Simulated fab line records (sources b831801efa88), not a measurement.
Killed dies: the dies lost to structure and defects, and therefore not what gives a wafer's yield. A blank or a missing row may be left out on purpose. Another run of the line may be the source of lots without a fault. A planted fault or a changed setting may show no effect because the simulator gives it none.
Comparing a struck lot with a sound one / flow sky130 / 17 out of 708 route steps
Sound: the wafers L107.2, L107.4, L107.6. Wafers L120.1, L120.3, L120.5 were the ones struck. The cause is named last.
Order at every step that has rows: each side's tool, ch and its chambers, its first start. Under that, the readings that differ: sound wafers / struck wafers / difference of the means / sigmas: that difference in standard deviations of wafers without a fault.
alike: readings with means less than 2 such deviations apart, plus words and numbers identical on both sides. not compared: withheld readings, readings lacking a value on some wafer, bounds such as >300 that could conceal the same value, and numbers that have no deviation in the record and whose values overlap.
Wherever a step has rows on one side only, a row that says differs or no value, or a row with sigmas, the two part there. Numbers that have no deviation but don't overlap get no sigmas and don't part them. A reading that every wafer of one side lacks parts them only if that side has two wafers or more.

SKY_LDD_HVN_OVL_MEAS_07:
  sound: overlay-01 at day 20 12:11; struck: overlay-01 at day 25 03:34
  alike: LDD_HVN_OVL
next, for these wafers, 1 step has no rows: SKY_LDD_HVN_IMPLANT_08.
SKY_LDD_HVN_STRIP_09: strips in O2/N2.
  sound on plasma-asher-04 ch 1, day 20 12:22; struck on plasma-asher-03 ch 1, day 25 03:45
  alike: drypump-motor-current-A, oes-product-au, strip-time-to-endpoint-s
  not compared: rf-hours-counter-h
SKY_LDD_HVN_TW_MEAS_10:
  sound: film-metro-01 at day 20 12:28; struck: film-metro-02 at day 25 03:51
  alike: LDD_HVN_TW
then, 7 steps without rows for these wafers: SKY_LDD_HVP_DEHYDRATE_00 (time 60 s); SKY_LDD_HVP_HMDS_01 (prime time 60 s); SKY_LDD_HVP_COAT_02 (resist thk 300 nm); SKY_LDD_HVP_SOFTBAKE_03 (time 60 s); SKY_LDD_HVP_EXPOSE_04 (exposes mask HVPTM, target cd 700 nm); SKY_LDD_HVP_PEB_05; SKY_LDD_HVP_DEVELOP_06 (develop time 60 s).
SKY_LDD_HVP_OVL_MEAS_07:
  sound: overlay-01 at day 21 19:22; struck: overlay-02 at day 26 07:46
  alike: LDD_HVP_OVL
SKY_LDD_HVP_IMPLANT_08:
  sound on implanter-03 ch 0, day 21 19:26; struck on implanter-04 ch 0, day 26 07:49
reading=dose-ions-cm2; sound=1.6997e+13 1.6995e+13 1.698e+13; struck=1.2083e+13 1.205e+13 1.2069e+13; difference=-4.9233e+12; sigmas=-99 or more
reading=faraday-current-uA; sound=97.2 95.5 96.8; struck=68.2 68.0 69.6; difference=-27.9; sigmas=-15
  alike: end-station-pressure-torr
SKY_LDD_HVP_STRIP_09: strips in O2/N2.
  sound on plasma-asher-02 ch 0,1, day 21 19:33; struck on plasma-asher-01 ch 0,1, day 26 07:58
  alike: drypump-motor-current-A, oes-product-au, strip-time-to-endpoint-s
  not compared: rf-hours-counter-h
SKY_LDD_HVP_TW_MEAS_10:
  sound: film-metro-04 at day 21 19:40; struck: film-metro-03 at day 26 08:04
reading=LDD_HVP_TW; sound=451 450 451; struck=403 404 403; difference=-47; sigmas=-13
then, 1 step without rows for these wafers: SKY_LDD_LDN_DEHYDRATE_00 (time 60 s).
-- record jumps: 23 days separate the struck wafers' starts on either side; left off in module LDD_LDN, taken up again in module PAD_OPEN, whose first shown step is the route's number 708 --
SKY_PAD_OPEN_PROBE_99:
  sound: prober-02 at day 45 19:11; struck: prober-02 at day 49 01:53
reading=model.etest.tip_p_5v.rs-ohm-sq; sound=2867 2862 2872; struck=3684 3685 3705; difference=+824; sigmas=
reading=model.etest.pfet-g5v0d10v5.r-on-ohm-um; sound=4729 4774 4765; struck=4876 4958 4888; difference=+151; sigmas=
reading=model.etest.tip_p_5v.rs-ohm-sq-range; sound=47.69 93.36 26.17; struck=142.6 98.35 123.9; difference=+65.9; sigmas=
reading=model.etest.pfet-g5v0d10v5.drive-ua-um; sound=339.1 338.7 340.2; struck=335.9 326.5 330.4; difference=-8.4; sigmas=
reading=model.etest.pfet-g5v0d10v5.off-log10-a-um; sound=-12.42 -12.5 -12.36; struck=-12.98 -13.01 -12.95; difference=-0.55; sigmas=
  alike: killed_at_M0_to_M3, killed_at_M4_up, killed-at-contacts, killed-at-front-end, killed-at-other, killed-dies, killed-open, killed-short

== WHERE THEY PART ==
First at SKY_LDD_HVP_IMPLANT_08; last, within this record, at SKY_LDD_HVP_TW_MEAS_10. Later steps at which nothing parts them and some readings are alike: SKY_PAD_OPEN_PROBE_99.

WHY: what the simulator had put in
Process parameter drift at SKY_LDD_HVP_IMPLANT_08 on implanter-04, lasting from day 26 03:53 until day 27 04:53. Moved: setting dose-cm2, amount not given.
